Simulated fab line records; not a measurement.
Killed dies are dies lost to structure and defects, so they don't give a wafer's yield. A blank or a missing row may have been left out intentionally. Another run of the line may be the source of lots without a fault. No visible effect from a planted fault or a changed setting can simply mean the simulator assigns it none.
Which tool is to blame?    flow gf180mcu    14 lots with 42 wafers sampled at 4 steps, on a route of 602 steps

WHAT THE GAUGES SHOWED, per wafer
GF_M4_CD_MEAS_14: target cd 280 nm. Usual: cd-nm 280.1 nm, standard deviation 1.2.
lot   measured      on         cd-nm (nm)         flag
L347  day 23 11:23  cd-sem-01  278.9 280.0 279.7  
L348  day 24 00:52  cd-sem-02  281.4 280.7 281.9  
L350  day 24 15:02  cd-sem-01  278.3 278.7 278.2  
L351  day 24 18:49  cd-sem-01  281.6 279.3 281.8  
L353  day 25 14:25  cd-sem-01  278.8 278.0 280.2  
L354  day 25 19:45  cd-sem-01  277.7 277.9 279.0  
L355  day 26 06:50  cd-sem-02  280.2 280.4 279.5  
L356  day 26 15:26  cd-sem-01  279.1 279.7 280.3  
L357  day 26 21:14  cd-sem-02  279.6 279.5 280.3  
L358  day 27 05:14  cd-sem-02  280.7 280.5 279.3  
L359  day 27 13:27  cd-sem-02  280.3 279.8 279.2  
L362  day 28 14:39  cd-sem-02  281.0 280.0 281.3  
L363  day 28 18:45  cd-sem-02  280.8 279.6 280.2  
L368  day 30 00:50  cd-sem-01  280.9 281.1 281.4  

GF_V5_BOW_MEAS_05. Usual: V5_BOW 132 um, standard deviation 8.9.
lot   measured      on             V5_BOW (um)  flag
L347  day 26 09:39  film-metro-01  137 132 133  
L348  day 26 22:35  film-metro-03  132 123 127  
L350  day 27 11:23  film-metro-02  123 124 133  
L351  day 27 15:28  film-metro-03  121 121 126  
L353  day 28 09:31  film-metro-02  125 126 133  
L354  day 28 13:26  film-metro-01  142 139 130  
L355  day 28 23:17  film-metro-02  126 128 130  
L356  day 29 07:35  film-metro-03  139 124 132  
L357  day 29 13:23  film-metro-02  140 129 130  
L358  day 29 21:22  film-metro-01  112 137 133  
L359  day 30 04:37  film-metro-02  132 119 132  
L362  day 31 04:04  film-metro-02  147 146 147  
L363  day 31 07:26  film-metro-01  116 125 122  
L368  day 32 11:38  film-metro-01  135 144 130  

WHICH TOOL RAN EACH LOT (tool, then ch and the chambers of the sampled wafers, then the start)
lot   GF_STI_OXIDATION_01           GF_V3_CVD_23
L347  furnace-02 ch 0, day 1 11:28  cvd-w-01 ch 1, day 22 12:55
L348  furnace-01 ch 0, day 1 15:07  cvd-w-02 ch 0,1, day 23 01:03
L350  furnace-02 ch 0, day 2 02:19  cvd-w-01 ch 0,1, day 23 16:02
L351  furnace-02 ch 0, day 2 06:32  cvd-w-01 ch 0,1, day 23 20:13
L353  furnace-01 ch 0, day 2 16:34  cvd-w-02 ch 0,1, day 24 15:52
L354  furnace-02 ch 0, day 2 21:07  cvd-w-02 ch 0,1, day 24 21:38
L355  furnace-01 ch 0, day 3 02:07  cvd-w-02 ch 0,1, day 25 09:05
L356  furnace-01 ch 0, day 3 09:19  cvd-w-02 ch 0,1, day 25 17:34
L357  furnace-01 ch 0, day 3 12:07  cvd-w-01 ch 1, day 26 00:23
L358  furnace-01 ch 0, day 3 17:07  cvd-w-01 ch 0,1, day 26 07:50
L359  furnace-01 ch 0, day 3 22:07  cvd-w-01 ch 0,1, day 26 16:43
L362  furnace-01 ch 0, day 4 14:38  cvd-w-01 ch 0,1, day 27 17:40
L363  furnace-02 ch 0, day 4 18:07  cvd-w-02 ch 0,1, day 27 22:51
L368  furnace-02 ch 0, day 5 19:26  cvd-w-01 ch 0,1, day 29 05:14
- GF_STI_OXIDATION_01: stabilise 600 s, purge 300 s, target thk 10 nm.
- GF_V3_CVD_23: deposits W, target thk 350 nm, time 104.9 s.

AS READ BY THE TOOLS THEMSELVES (means over the sampled wafers that have a number; for cases with no such wafer, the mark the record gives instead)
GF_STI_OXIDATION_01. Usual: spike-tc-bottom-C 917.9 C, standard deviation 1.1; spike-tc-upper-C 899.9 C, standard deviation 1.1; tube_center_temp_C_max 902.3, standard deviation 0.4.
lot   tool        spike-tc-bottom-C (C)  spike-tc-upper-C (C)  tube_center_temp_C_max  flag
L347  furnace-02  917.8                  900.3                 902.3                   
L348  furnace-01  918.0                  900.2                 902.4                   
L350  furnace-02  918.6                  899.3                 902.5                   
L351  furnace-02  918.1                  899.8                 902.6                   
L353  furnace-01  916.4                  899.6                 902.5                   
L354  furnace-02  917.7                  899.4                 902.1                   
L355  furnace-01  917.2                  899.1                 902.1                   
L356  furnace-01  917.6                  899.7                 901.9                   
L357  furnace-01  917.0                  899.4                 902.4                   
L358  furnace-01  917.8                  899.0                 902.4                   
L359  furnace-01  918.4                  898.5                 902.4                   
L362  furnace-01  917.1                  899.3                 902.3                   
L363  furnace-02  917.7                  900.3                 902.0                   
L368  furnace-02  918.6                  899.5                 902.7                   

GF_V3_CVD_23. Usual: heater-power-w 821 W, standard deviation 160; susceptor-temp-C 399.97 C, standard deviation 0.24.
lot   tool      heater-power-w (W)  susceptor-temp-C (C)  flag
L347  cvd-w-01  906                 399.77                
L348  cvd-w-02  663                 399.77                
L350  cvd-w-01  998                 399.75                
L351  cvd-w-01  934                 399.84                
L353  cvd-w-02  689                 399.98                
L354  cvd-w-02  684                 400.10                
L355  cvd-w-02  697                 400.07                
L356  cvd-w-02  660                 399.81                
L357  cvd-w-01  913                 400.07                
L358  cvd-w-01  957                 400.23                
L359  cvd-w-01  945                 399.98                
L362  cvd-w-01  947                 400.15                
L363  cvd-w-02  694                 399.72                
L368  cvd-w-01  1006                400.20                

THE ANSWER, worked out from the rows above alone
Rule: lot off if the mean of its wafers having a number is beyond 3 standard deviations from the usual mean. A lot without any number at a reading at which 4 lots or more have one is off too. The other lots that the step has rows for count as sound. The gauges are gone through in route order, then the tools' own readings, and for those a lot's mean is taken as printed above. The first step at which some lot is off is used, and at that step the reading that is off furthest; a lot without a number counts as furthest.
None of the lots is off at any reading shown; this tells nothing.

WHAT THE SIMULATOR HAD PUT IN
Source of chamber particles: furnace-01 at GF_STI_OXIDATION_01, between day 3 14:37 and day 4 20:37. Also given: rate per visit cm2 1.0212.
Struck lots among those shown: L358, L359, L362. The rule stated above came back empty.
